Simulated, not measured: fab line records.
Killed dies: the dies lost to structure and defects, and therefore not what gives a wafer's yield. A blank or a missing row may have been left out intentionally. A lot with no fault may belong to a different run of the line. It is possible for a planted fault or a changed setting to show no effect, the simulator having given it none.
Split-lot study | flow sky130 | 23 wafers read across 5 lots, on a route 708 steps long

THE SPLIT ITSELF
At SKY_SONOS_ONO_OXIDATION_00 (stabilise 600 s, purge 300 s, target thk 2.6 nm), the setting tempC was moved away from the recipe's 800 C on 20 of the 23 wafers read, by -2.7% to +1.8%. All remaining wafers had this setting at the recipe value.

No step appears in the file between the split and the reading.

THE READING
SONOS_ONO_OXIDATION_THK, in nm, at SKY_SONOS_ONO_THK_MEAS_01. Typical for fault-free wafers on this fab line: 2.59 nm, with standard deviation 0.052 nm.

wafer  | tool, chamber at the split | tempC as run, C | against the recipe | SONOS_ONO_OXIDATION_THK, nm | against lot-mates on the recipe
L077.2 | furnace-01, 0              | 800             | recipe             | 2.61                        | -
L077.3 | furnace-01, 0              | 800             | recipe             | 2.60                        | -
L077.5 | furnace-01, 0              | 800             | recipe             | 2.64                        | -
L080.1 | -, -                       | 780.7           | -2.4%              | 2.02                        | no lot-mate on the recipe
L080.2 | -, -                       | 780.7           | -2.4%              | 1.88                        | no lot-mate on the recipe
L080.3 | -, -                       | 780.7           | -2.4%              | 1.96                        | no lot-mate on the recipe
L080.5 | -, -                       | 780.7           | -2.4%              | 1.95                        | no lot-mate on the recipe
L080.6 | -, -                       | 780.7           | -2.4%              | 2.03                        | no lot-mate on the recipe
L081.1 | -, -                       | 814.6           | +1.8%              | 3.15                        | no lot-mate on the recipe
L081.2 | -, -                       | 814.6           | +1.8%              | 3.16                        | no lot-mate on the recipe
L081.3 | -, -                       | 814.6           | +1.8%              | 3.23                        | no lot-mate on the recipe
L081.4 | -, -                       | 814.6           | +1.8%              | 3.21                        | no lot-mate on the recipe
L081.5 | -, -                       | 814.6           | +1.8%              | 3.29                        | no lot-mate on the recipe
L082.2 | -, -                       | 813.2           | +1.6%              | 3.19                        | no lot-mate on the recipe
L082.3 | -, -                       | 813.2           | +1.6%              | 3.12                        | no lot-mate on the recipe
L082.4 | -, -                       | 813.2           | +1.6%              | 3.13                        | no lot-mate on the recipe
L082.5 | -, -                       | 813.2           | +1.6%              | 3.16                        | no lot-mate on the recipe
L082.6 | -, -                       | 813.2           | +1.6%              | 3.20                        | no lot-mate on the recipe
L084.1 | -, -                       | 778.3           | -2.7%              | 1.80                        | no lot-mate on the recipe
L084.2 | -, -                       | 778.3           | -2.7%              | 1.86                        | no lot-mate on the recipe
L084.4 | -, -                       | 778.3           | -2.7%              | 1.80                        | no lot-mate on the recipe
L084.5 | -, -                       | 778.3           | -2.7%              | 1.80                        | no lot-mate on the recipe
L084.6 | -, -                       | 778.3           | -2.7%              | 1.83                        | no lot-mate on the recipe

FIT RESULTS
A straight line over all 23 wafers: SONOS_ONO_OXIDATION_THK changes by +0.3 nm for each +1% of tempC; r = +1.00; the points scatter about the line by 0.049 nm.
Too few moved wafers with a lot-mate on the recipe to fit a line net of each lot's own level.

THE WHOLE CHAIN: every reading that the file lists as answering this split, in the file's order
step                       | what it does                                    | reading                                                                               | change (the file's fit)               | r (the file's)
SKY_SONOS_ONO_OXIDATION_00 | stabilise 600 s, purge 300 s, target thk 2.6 nm | SiO2_of_SONOS_ONO_OXIDATION_00.thkNm (the simulator's own value, which no gauge read) | +0.299 nm for each +1% of the setting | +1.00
SKY_SONOS_ONO_THK_MEAS_01  |                                                 | SONOS_ONO_OXIDATION_THK                                                               | +0.3 for each +1% of the setting      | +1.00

THE FILE'S OWN FIT
SONOS_ONO_OXIDATION_THK changes by +0.3 nm for each +1% of tempC, r = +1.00.
